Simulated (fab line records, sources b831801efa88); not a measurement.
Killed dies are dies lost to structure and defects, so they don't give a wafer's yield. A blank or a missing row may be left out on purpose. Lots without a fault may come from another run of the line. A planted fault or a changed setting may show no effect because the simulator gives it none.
fab line records | flow gf180mcu
record lots=6 wafers=18 last_day=34
route steps=602 shown STI@1
lots that met no fault: from a run of the same line without faults
start_h: hours from the record's first day to the start of the lot's first wafer shown | wait_h: hours since the lot's step before | " the same as in the row above | L1.1+2: a row that stands for several wafers | - no value, or no start given | * or withheld: withheld | < > ~ a bound
route shown NAME@n: a module of which the file shows steps, and the number in the route of the first | usual: mean/standard deviation of fault-free wafers | same: alike in all rows | chamber/n: place in a boat | sites: the reading at each site | _std_site: their standard deviation | _edge_site: outer sites' mean less inner sites' | radius_mm: how far each site lies from the wafer's centre | mask NAME#n: copy n | behind: the tool/chamber that last shaped the wafer | hold: why the lot was held/for how many hours/how that ended | device: the transistor (n, p or np) that didn't switch | end of line: the same wafers' tests at the end of the route | a step without rows: its recipe alone | killed: dies lost to structure and defects at the first sort, not the wafer's yield | map: a wafer's dies, x killed, . not, _ none there
set.NAME: the setting as run; set.NAME@STEP: as run at that earlier step | model.NAME: the simulator's own value behind a step, which no gauge read
lots at some steps of the route; a table a step, a row a wafer
services: from which hour (start_h, from the record's first day; less than 0 if before it) a tool's chamber was out of use, for how many hours, and why
## steps
# step GF_STI_BOW_MEAS_00
# recipe mode=bow
# usual INCOMING_BOW=0/6
# columns lot.wafer tool chamber start_h wait_h INCOMING_BOW[um]
L715.4 film_metro-04 - 40.06 - -7
L715.5 " - " " 6
L715.6 " - " " 7
L717.1 film_metro-04 - 50.00 - 2
L717.5 " - " " 0
L717.6 " - " " -2
L718.2 film_metro-04 - 55.02 - 7
L718.5 " - " " -4
L718.6 " - " " 0
L720.1 film_metro-01 - 65.00 - -3
L720.5 " - " " 10
L720.6 " - " " -3
L731.4 film_metro-02 - 120.06 - -1
L731.5 " - " " -1
L731.6 " - " " -2
L732.1 film_metro-02 - 125.00 - -4
L732.5 " - " " -3
L732.6 " - " " -2
# step GF_STI_OXIDATION_01
# recipe temp_c=892.7 ambient=O2 stabilise_s=600 purge_s=300 target_thk_a=100 ox_time_s=1418
# usual ox_temp_c=892.8/0.39 ox_temp_c_max=896.5/1.4
# columns lot.wafer tool chamber start_h wait_h ox_temp_c ox_temp_c_max
L715.4 furnace-01 0 40.12 0.0 893.3 898.4
L715.5 " 0 " " 892.9 897.0
L715.6 " 0 " " 892.8 898.1
L717.1 furnace-01 0 50.70 0.7 892.0 897.5
L717.5 " 0 " " 892.8 898.9
L717.6 " 0 " " 892.2 896.5
L718.2 furnace-01 0 55.12 0.1 892.5 896.6
L718.5 " 0 " " 892.3 899.7
L718.6 " 0 " " 892.2 897.1
L720.1 furnace-02 0 65.92 0.9 892.2 894.3
L720.5 " 0 " " 893.1 895.7
L720.6 " 0 " " 892.6 895.4
L731.4 furnace-02 - 120.12 0.0 - -
L731.5 " - " " - -
L731.6 " - " " - -
L732.1 furnace-02 - 125.12 0.1 - -
L732.5 " - " " - -
L732.6 " - " " - -
## services
# columns tool chamber start_h hours kind
furnace-02 - 52.51 0.7 pm
## key
first_sign step=GF_STI_OXIDATION_01 reading=tool_record direction=missing
effect none on later readings
met_at GF_STI_OXIDATION_01
struck_wafers L731.4,L731.5,L731.6,L732.1,L732.5,L732.6
later_rows_left_out L731.4,L731.5,L731.6,L732.1,L732.5,L732.6
sort_left_out L731.4,L731.5,L731.6,L732.1,L732.5,L732.6
tester_left_out L731,L732
onset_between 65.92 120.12
fault kind=skipped_step_whole tool=furnace-02 chamber=- onset_h=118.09 steps=GF_STI_OXIDATION_01 scope=struck_lots_only
# tester_left_out: of these lots the tester's yield and bins aren't shown, on N5 and GAA mostly nor the transistor test; their killed dies are dies lost to structure and defects alone, not to doping, threshold or leakage, so they don't give the yield
# sort_left_out: the simulated sort isn't trusted on such a fault, so these wafers' sort isn't shown, and their yield isn't known
# later_rows_left_out: the simulator's readings of these wafers behind a module that went badly wrong aren't trusted and aren't shown, but for the sort
